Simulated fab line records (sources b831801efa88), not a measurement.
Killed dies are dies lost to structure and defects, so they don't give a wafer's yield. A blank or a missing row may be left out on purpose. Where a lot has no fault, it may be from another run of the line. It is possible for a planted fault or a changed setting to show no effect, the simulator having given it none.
8D (eight disciplines) problem report, filled in by code ; flow gf180mcu ; the parts of the form that need people (team, actions taken, sign-off) are left out

## 1. WHAT IS WRONG
Mean of cathode dc power W at GF_V5_SPUTTER_22: 3844.7 W across 2 wafers in 2 lots; on wafers with no fault it is 4000.0 W (standard deviation 0.74). That is -99 or more standard deviations from the usual mean.
The step: material TiN, target thk 10 nm, time 40 s.
First observed at day 31 10:44: wafer L535.2, on pvd sputter-03. The record has a number at this step for 38 wafers belonging to 14 lots. By rule, "out" or "out of limits" means more than 4 standard deviations away from the usual mean. The other wafers with a number count as sound.

## 2. WHAT IT IS; WHAT IT IS NOT
question;is;is not
which readings at this step;cathode dc power W;chamber pressure pa, throttle valve pct
which lots;L535, L536;L522, L523, L525, L526, L527, L528, L531, L539, L540, L542, L544, L545
which wafers of those lots;all that have a number;-
read on which tools;pvd sputter-03;pvd sputter-02, pvd sputter-04
when;from day 31 10:44;"up to then (21 sound wafers); but 15 sound wafers of L539, L540, L542, L544, L545 came after"

## 3. WHAT RULES OUT EACH SUSPECT
Counting: a tool at a process step up to the reading stays a suspect if it ran every lot that is out and no sound lot after the first of them.
- pvd sputter-03 at GF_V5_SPUTTER_22 (material TiN, target thk 10 nm, time 40 s): kept. All lots that are out passed through it, beginning with L535 at day 31 10:44, and no sound lot followed; its final sound lot before that point was L526 at day 28 22:52. Its own readings are out on those wafers: cathode dc power W.
Remaining after the count: pvd sputter-03 at GF_V5_SPUTTER_22.

## 4. THE CAUSE (what the simulator had put in)
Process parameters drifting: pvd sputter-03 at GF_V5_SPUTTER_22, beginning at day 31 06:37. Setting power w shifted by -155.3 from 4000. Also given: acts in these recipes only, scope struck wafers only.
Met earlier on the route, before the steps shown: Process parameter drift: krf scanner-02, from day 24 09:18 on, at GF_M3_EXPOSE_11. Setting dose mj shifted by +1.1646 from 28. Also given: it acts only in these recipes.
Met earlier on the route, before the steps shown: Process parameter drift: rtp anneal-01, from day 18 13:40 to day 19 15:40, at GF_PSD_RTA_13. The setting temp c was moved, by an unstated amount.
Only this tool survived the counting.

## 5. THE EFFECT CHAIN, in route order
Rows list readings where the struck wafers' mean (over those with a number) sits beyond 3 standard deviations from the usual. Scope: only readings with a usual standard deviation given in the record; hours: median across lots of the time from each lot's start at the first step in this table that gives one to its start at this step; sigmas: change in usual standard deviations.
hours;step;reading;usual;on struck wafers;change;sigmas
0;GF_V5_SPUTTER_22;cathode dc power W;4000.0 W;3844.7;-155.3;-99 or more
The process steps in it:
- GF_V5_SPUTTER_22: material TiN, target thk 10 nm, time 40 s.
Later steps that measure or inspect, where all struck wafers having a row at the step show a number for every such reading and not one has moved that far: GF_V5_THK_MEAS_25.

## 6. WHAT WOULD HAVE CAUGHT IT SOONER
In this record the first reading out of limits was taken at day 31 10:44, 4 hours after the fault began at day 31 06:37.
